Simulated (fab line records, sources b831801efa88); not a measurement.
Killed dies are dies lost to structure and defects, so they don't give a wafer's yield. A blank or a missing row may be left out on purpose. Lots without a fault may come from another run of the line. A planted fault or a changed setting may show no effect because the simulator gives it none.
fab line records | flow sky130
record lots=14 wafers=42 last_day=50
route steps=708 shown NWELL@71 LOCAL_INTERCONNECT@388 CONTACT@423
lots that met no fault: from a run of the same line without faults
start_h: hours from the record's first day to the start of the lot's first wafer shown | wait_h: hours since the lot's step before | " the same as in the row above | L1.1+2: a row that stands for several wafers | - no value, or no start given | * or withheld: withheld | < > ~ a bound
route shown NAME@n: a module of which the file shows steps, and the number in the route of the first | usual: mean/standard deviation of fault-free wafers | same: alike in all rows | chamber/n: place in a boat | sites: the reading at each site | _std_site: their standard deviation | _edge_site: outer sites' mean less inner sites' | radius_mm: how far each site lies from the wafer's centre | mask NAME#n: copy n | behind: the tool/chamber that last shaped the wafer | hold: why the lot was held/for how many hours/how that ended | device: the transistor (n, p or np) that didn't switch | end of line: the same wafers' tests at the end of the route | a step without rows: its recipe alone | killed: dies lost to structure and defects at the first sort, not the wafer's yield | map: a wafer's dies, x killed, . not, _ none there
set.NAME: the setting as run; set.NAME@STEP: as run at that earlier step | model.NAME: the simulator's own value behind a step, which no gauge read
steps of the route over a sample of lots; a table a step, a row a wafer
services: from which hour (start_h, from the record's first day; less than 0 if before it) a tool's chamber was out of use, for how many hours, and why
## steps
# step SKY_NWELL_COAT_18
# recipe spin_rpm=2000 resist_thk_nm=2985
# usual chill_plate_temp_C=23.04/0.1 dispense_pressure_kPa=52.9/1.9
# columns lot.wafer tool chamber start_h wait_h chill_plate_temp_C dispense_pressure_kPa
L793.1 litho_track-02 0 96.56 0.1 23.16 54.6
L793.3 " 0 " " 23.02 54.6
L793.6 " 0 " " 23.11 54.6
L794.2 litho_track-01 0 101.54 0.1 23.02 50.2
L794.5 " 0 " " 22.99 50.2
L794.6 " 0 " " 22.98 50.2
L795.2 litho_track-02 0 107.34 0.1 23.00 54.6
L795.3 " 0 " " 23.05 54.6
L795.4 " 0 " " 23.02 54.6
L796.3 litho_track-03 0 113.62 0.1 22.89 53.9
L796.5 " 0 " " 23.11 53.9
L796.6 " 0 " " 23.04 53.9
L798.1 litho_track-01 0 122.77 0.1 23.14 50.2
L798.3 " 0 " " 23.13 50.2
L798.5 " 0 " " 23.10 50.2
L799.3 litho_track-02 0 132.36 0.1 23.09 54.5
L799.4 " 0 " " 22.95 54.6
L799.5 " 0 " " 22.79 54.6
L801.2 litho_track-01 0 141.84 0.1 23.24 50.2
L801.3 " 0 " " 23.04 50.2
L801.6 " 0 " " 22.96 50.2
L804.3 litho_track-01 0 159.82 0.1 22.82 50.2
L804.5 " 0 " " 22.96 50.2
L804.6 " 0 " " 22.98 50.2
L806.1 litho_track-03 - 173.72 0.1 - -
L806.4 " - " " - -
L806.5 " - " " - -
L807.1 litho_track-02 - 178.26 0.1 - -
L807.2 " - " " - -
L807.6 " - " " - -
L813.1 litho_track-02 0 218.56 0.1 22.84 54.6
L813.2 " 0 " " 23.10 54.6
L813.6 " 0 " " 22.91 54.6
L814.2 litho_track-03 0 222.34 0.1 22.96 53.9
L814.4 " 0 " " 23.09 53.9
L814.6 " 0 " " 23.09 53.9
L815.1 litho_track-03 0 228.27 0.1 23.07 53.9
L815.4 " 0 " " 23.19 53.9
L815.6 " 0 " " 23.05 53.9
L816.1 litho_track-01 0 233.56 0.1 23.08 50.2
L816.2 " 0 " " 23.04 50.2
L816.6 " 0 " " 22.92 50.2
# step SKY_NWELL_OVL_MEAS_23
# usual NWELL_01_OVL=-0.8/1.5
# columns lot.wafer tool chamber start_h wait_h NWELL_01_OVL[nm]
L793.1 overlay-02 - 105.52 - 1.3
L793.3 " - " " 0.5
L793.6 " - " " 1.2
L794.2 overlay-01 - 111.57 - -1.1
L794.5 " - " " -1.4
L794.6 " - " " -1.9
L795.2 overlay-02 - 116.92 - 0.1
L795.3 " - " " 1.0
L795.4 " - " " -0.2
L796.3 overlay-01 - 122.48 - 1.2
L796.5 " - " " -2.3
L796.6 " - " " -0.2
L798.1 overlay-01 - 133.01 - -1.0
L798.3 " - " " -2.3
L798.5 " - " " -0.7
L799.3 overlay-02 - 141.68 - -4.3
L799.4 " - " " -3.4
L799.5 " - " " -3.5
L801.2 overlay-01 - 152.12 - -0.9
L801.3 " - " " -0.5
L801.6 " - " " -0.4
L804.3 overlay-01 - 170.18 - -2.1
L804.5 " - " " -1.0
L804.6 " - " " 0.1
L806.1 overlay-01 - 184.02 - -
L806.4 " - " " -
L806.5 " - " " -
L807.1 overlay-01 - 188.26 - -
L807.2 " - " " -
L807.6 " - " " -
L813.1 overlay-02 - 230.26 - -3.3
L813.2 " - " " -3.5
L813.6 " - " " -3.8
L814.2 overlay-01 - 233.77 - 0.6
L814.4 " - " " 0.0
L814.6 " - " " -1.4
L815.1 overlay-02 - 240.31 - -0.2
L815.4 " - " " 0.7
L815.6 " - " " -1.5
L816.1 overlay-01 - 245.62 - 0.1
L816.2 " - " " -2.3
L816.6 " - " " 0.2
# step SKY_LOCAL_INTERCONNECT_RS_MEAS_01
# recipe thk_meas_gauge=four-point-probe reads=TiN_of_LOCAL_INTERCONNECT_SPUTTER_00
# usual LOCAL_INTERCONNECT_TIN_RS=14.24/0.17
# columns lot.wafer tool chamber start_h wait_h LOCAL_INTERCONNECT_TIN_RS[ohm/sq]
L793.1 film_metro-02 - 687.60 0.0 13.98
L793.3 " - " " 14.36
L793.6 " - " " 14.16
L794.2 film_metro-04 - 688.89 0.1 14.27
L794.5 " - " " 14.20
L794.6 " - " " 14.30
L795.2 film_metro-02 - 702.32 0.1 14.49
L795.3 " - " " 14.35
L795.4 " - " " 14.48
L796.3 film_metro-01 - 706.15 0.1 14.14
L796.5 " - " " 14.44
L796.6 " - " " 14.16
L798.1 film_metro-04 - 724.75 0.0 14.15
L798.3 " - " " 14.24
L798.5 " - " " 14.16
L799.3 film_metro-01 - 742.20 0.1 14.22
L799.4 " - " " 14.16
L799.5 " - " " 14.08
L801.2 film_metro-02 - 749.17 0.1 14.32
L801.3 " - " " 14.28
L801.6 " - " " 14.43
L804.3 film_metro-04 - 774.84 0.1 14.36
L804.5 " - " " 14.31
L804.6 " - " " 14.33
L807.1 film_metro-02 - 796.15 0.0 14.38
L807.2 " - " " 14.31
L807.6 " - " " 14.46
L813.1 film_metro-04 - 841.31 0.0 14.28
L813.2 " - " " 14.18
L813.6 " - " " 14.15
L814.2 film_metro-04 - 851.37 0.1 14.43
L814.4 " - " " 14.15
L814.6 " - " " 14.00
L815.1 film_metro-02 - 859.25 0.0 14.12
L815.4 " - " " 14.07
L815.6 " - " " 14.12
L816.1 film_metro-02 - 862.99 0.0 14.04
L816.2 " - " " 14.22
L816.6 " - " " 13.80
# step SKY_LOCAL_INTERCONNECT_ETCH_13
# recipe chemistry=N2/H2 target=BARC ion_energy_ev=200 bias_w=100 pressure_mtorr=30 n2_flow_sccm=100 h2_flow_sccm=200 icp_w=500 stop_on=SiO2 time_s=45.9 target_depth_a=600
# usual drypump_motor_current_A=5.8/0.42 oes_product_au=0.854/0.0046 throttle_valve_pct=13.225/0.0095
# columns lot.wafer tool chamber start_h wait_h drypump_motor_current_A oes_product_au rf_hours_counter_h throttle_valve_pct
L793.1 rie_metal-01 0 715.82 0.0 6.6 0.849 14 13.233
L793.3 " 1 " " 5.3 0.851 - 13.228
L793.6 " 0 " " 6.6 0.857 - 13.221
L794.2 rie_metal-01 1 717.74 0.0 5.4 0.852 - 13.229
L794.5 " 1 " " 5.4 0.851 - 13.236
L794.6 " 1 " " 5.4 0.859 - 13.211
L795.2 rie_metal-02 0 730.99 0.0 5.4 0.847 - 13.235
L795.3 " 0 " " 5.4 0.851 - 13.227
L795.4 " 0 " " 5.4 0.858 - 13.224
L796.3 rie_metal-04 0 735.04 0.0 6.1 0.849 - 13.227
L796.5 " 1 " " 5.6 0.858 - 13.227
L796.6 " 0 " " 6.1 0.849 - 13.216
L798.1 rie_metal-02 0 753.17 0.0 5.4 0.858 3 13.232
L798.3 " 0 " " 5.4 0.858 - 13.216
L798.5 " 0 " " 5.4 0.853 - 13.218
L799.3 rie_metal-01 1 769.90 0.1 5.3 0.854 - 13.223
L799.4 " 1 " " 5.4 0.852 - 13.234
L799.5 " 1 " " 5.3 0.848 - 13.222
L801.2 rie_metal-04 0 777.01 0.0 6.1 0.859 3 13.204
L801.3 " 1 " " 5.6 0.855 - 13.234
L801.6 " 1 " " 5.6 0.851 - 13.230
L804.3 rie_metal-02 1 801.89 0.0 6.2 0.855 - 13.213
L804.5 " 1 " " 6.1 0.851 - 13.203
L804.6 " 0 " " 5.4 0.854 - 13.211
L807.1 rie_metal-01 1 823.12 0.0 5.4 0.848 10 13.211
L807.2 " 0 " " 6.6 0.850 1 13.230
L807.6 " 1 " " 5.3 0.856 - 13.225
L813.1 rie_metal-01 0 867.71 0.0 6.6 0.852 3 13.216
L813.2 " 1 " " 5.4 0.858 12 13.229
L813.6 " 0 " " 6.5 0.854 - 13.220
L814.2 rie_metal-02 0 877.32 0.0 5.4 0.855 7 13.226
L814.4 " 0 " " 5.4 0.853 - 13.220
L814.6 " 1 " " 6.2 0.856 - 13.211
L815.1 rie_metal-01 0 885.24 0.0 6.6 0.868 4 13.235
L815.4 " 1 " " 5.4 0.857 - 13.228
L815.6 " 1 " " 5.4 0.848 - 13.228
L816.1 rie_metal-02 1 890.19 0.0 6.2 0.859 4 13.225
L816.2 " 0 " " 5.4 0.859 8 13.220
L816.6 " 0 " " 5.4 0.851 - 13.221
# step SKY_CONTACT_ETCH_17
# recipe target=SiO2 chemistry=C4F8/O2/Ar stop_on=Si3N4 mask_material=KrF-thick source_w=1500 bias_w=1200 pressure_mtorr=40 c4f8_flow_sccm=withheld O2_flow_sccm=6 Ar_flow_sccm=300 time_s=withheld target_depth_a=3400
# usual oes_product_au=0.893/0.0053
# columns lot.wafer tool chamber start_h wait_h oes_product_au
L793.1 rie_diel-02 1 745.52 0.0 0.892
L793.3 " 0 " " 0.891
L793.6 " 1 " " 0.899
L794.2 rie_diel-03 3 747.42 0.0 0.888
L794.5 " 2 " " 0.893
L794.6 " 3 " " 0.884
L795.2 rie_diel-04 3 760.70 0.0 0.893
L795.3 " 1 " " 0.901
L795.4 " 2 " " 0.888
L796.3 rie_diel-03 1 764.31 0.0 0.894
L796.5 " 2 " " 0.891
L796.6 " 1 " " 0.889
L798.1 rie_diel-02 1 782.46 0.0 0.892
L798.3 " 0 " " 0.885
L798.5 " 3 " " 0.899
L799.3 rie_diel-03 2 799.01 0.0 0.887
L799.4 " 3 " " 0.890
L799.5 " 2 " " 0.883
L801.2 rie_diel-02 0 805.20 0.0 0.884
L801.3 " 3 " " 0.885
L801.6 " 0 " " 0.888
L804.3 rie_diel-03 0 829.52 0.0 0.895
L804.5 " 0 " " 0.893
L804.6 " 3 " " 0.882
L807.1 rie_diel-02 1 851.42 0.0 0.896
L807.2 " 0 " " 0.893
L807.6 " 0 " " 0.896
L813.1 rie_diel-04 0 896.05 0.0 0.897
L813.2 " 2 " " 0.897
L813.6 " 3 " " 0.903
L814.2 rie_diel-02 3 903.92 0.0 0.893
L814.4 " 2 " " 0.904
L814.6 " 1 " " 0.897
L815.1 rie_diel-02 2 912.02 0.0 0.897
L815.4 " 0 " " 0.890
L815.6 " 0 " " 0.893
L816.1 rie_diel-02 1 917.57 0.0 0.896
L816.2 " 3 " " 0.890
L816.6 " 2 " " 0.895
## services
# columns tool chamber start_h hours kind
rie_diel-02 3 89.17 11.8 repair
rie_diel-02 - 158.83 28.1 pm
rie_diel-02 - 186.93 14.6 pm
rie_diel-02 3 196.83 5.8 repair
rie_diel-02 - 279.51 0.3 repair
rie_diel-02 1 297.67 7.5 repair
rie_diel-02 0 304.98 6.8 repair
rie_metal-01 - 309.88 0.8 repair
rie_diel-02 - 333.96 2.8 pm
rie_metal-01 1 349.09 1.3 repair
rie_metal-01 - 508.03 0.5 repair
rie_diel-02 0 551.98 9.7 repair
rie_diel-02 3 591.49 5.1 repair
rie_diel-02 2 595.46 7.4 repair
rie_metal-01 0 599.99 12.3 repair
rie_diel-02 3 605.65 3.1 repair
rie_metal-01 - 638.35 14.8 repair
rie_metal-01 0 716.46 20.2 repair
rie_metal-01 1 745.57 4.5 repair
rie_diel-02 0 747.48 1.2 repair
rie_diel-02 1 793.00 8.3 repair
rie_metal-01 - 814.60 7.1 repair
rie_diel-02 2 843.41 25.8 repair
rie_diel-02 3 848.97 8.6 repair
## key
first_sign step=SKY_NWELL_COAT_18 reading=tool_record direction=missing
effect step=SKY_NWELL_OVL_MEAS_23 reading=NWELL_01_OVL direction=missing
met_at SKY_NWELL_COAT_18
struck_lots L806,L807
rows_end L806.1,L806.4,L806.5
sort_left_out L807.1,L807.2,L807.6
tester_left_out L807
not_acting_at SKY_LOCAL_INTERCONNECT_RS_MEAS_01,SKY_LOCAL_INTERCONNECT_ETCH_13,SKY_CONTACT_ETCH_17
onset_between 132.36 173.72
fault kind=skipped_step_whole tool=litho_track-02,litho_track-03 chamber=- onset_h=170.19 steps=SKY_NWELL_COAT_18 scope=struck_lots_only
# tester_left_out: of these lots the tester's yield and bins aren't shown, on N5 and GAA mostly nor the transistor test; their killed dies are dies lost to structure and defects alone, not to doping, threshold or leakage, so they don't give the yield
# sort_left_out: the simulated sort isn't trusted on such a fault, so these wafers' sort isn't shown, and their yield isn't known
# rows_end: these wafers met a further fault down the route, and their rows from its step on are left out
